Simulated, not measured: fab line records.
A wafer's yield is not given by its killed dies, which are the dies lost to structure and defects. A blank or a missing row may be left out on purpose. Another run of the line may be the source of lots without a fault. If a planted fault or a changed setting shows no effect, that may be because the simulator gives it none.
One fault through the eyes of 2 desks + flow sky130 + each desk holds nothing but its own numbers, with what lay behind them at the end

== AT THE TOOL OWNER'S DESK: pvd_sputter-03 ==
The tool's own readings at SKY_METAL1_SPUTTER_02 (material AlCu, target thk 250 nm, time 13.3 s): means of the sampled wafers that have a number, for each lot that ran on this tool. The brackets show how far a lot's mean lies from the usual mean; more than 4 standard deviations puts the lot out of limits, marked OUT.
Columns: A = throttle_valve_pct at SKY_METAL1_SPUTTER_02, usual 29.8 %
| lot  | first seen here | A    |
|------|-----------------|------|
| L757 | day 31 17:44    | 28.9 |
| L766 | day 34 18:14    | 29.6 |
| L777 | day 38 02:46    | 29.8 |
This desk found nothing out of limits on any of the 3 lots.

== FROM THE METROLOGY DESK ==
Lot by lot, what the gauges showed, no matter which tool ran the lot: averages of those sampled wafers that carry a number. The brackets show how far a lot's mean lies from the usual mean; more than 4 standard deviations puts the lot out of limits, marked OUT.
Columns: A = METAL1_ALCU_RS at SKY_METAL1_RS_MEAS_05, usual 0.1272 ohm/sq; B = METAL1_ALCU_THK at SKY_METAL1_THK_MEAS_06, usual 245.4 nm
| lot  | first seen here | A                 | B               |
|------|-----------------|-------------------|-----------------|
| L757 | day 31 17:49    | 0.1276            | 246.7           |
| L766 | day 34 18:19    | 0.1145 (-9.8) OUT | 277.0 (+11) OUT |
| L768 | day 35 09:10    | 0.1276            | 244.9           |
| L769 | day 35 12:36    | 0.1278            | 243.7           |
| L770 | day 36 00:41    | 0.1267            | 243.8           |
| L771 | day 36 11:11    | 0.1255            | 248.3           |
| L774 | day 37 14:44    | 0.1277            | 245.7           |
| L773 | day 37 17:31    | 0.1286            | 244.7           |
| L775 | day 38 01:47    | 0.1272            | 245.6           |
| L777 | day 38 02:53    | 0.1263            | 248.5           |
| L778 | day 38 15:38    | 0.1255            | 249.7           |
| L779 | day 38 20:16    | 0.1264            | 245.9           |
This desk's finding: out of limits on L766; first on L766, day 34 18:19 (METAL1_ALCU_RS at SKY_METAL1_RS_MEAS_05). L757, L768, L769, L770, L771, L774, L773, L775, L777, L778, L779 stayed within limits.

== TAKEN TOGETHER ==
At day 34 18:19 the metrology desk could have sounded an alarm, on L766.
Nothing out of limits was seen by the tool owner's desk.
The tool owner's desk has L766 on record, within its limits.
The lots listed all ran SKY_METAL1_SPUTTER_02 on pvd_sputter-03.

== WHAT THE SIMULATOR HAD INSERTED ==
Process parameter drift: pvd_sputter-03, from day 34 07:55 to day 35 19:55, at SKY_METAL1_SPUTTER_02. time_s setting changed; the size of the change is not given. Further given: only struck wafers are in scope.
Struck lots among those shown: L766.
Hours from the fault's start to each desk's first reading out of limits: the metrology desk, 10.
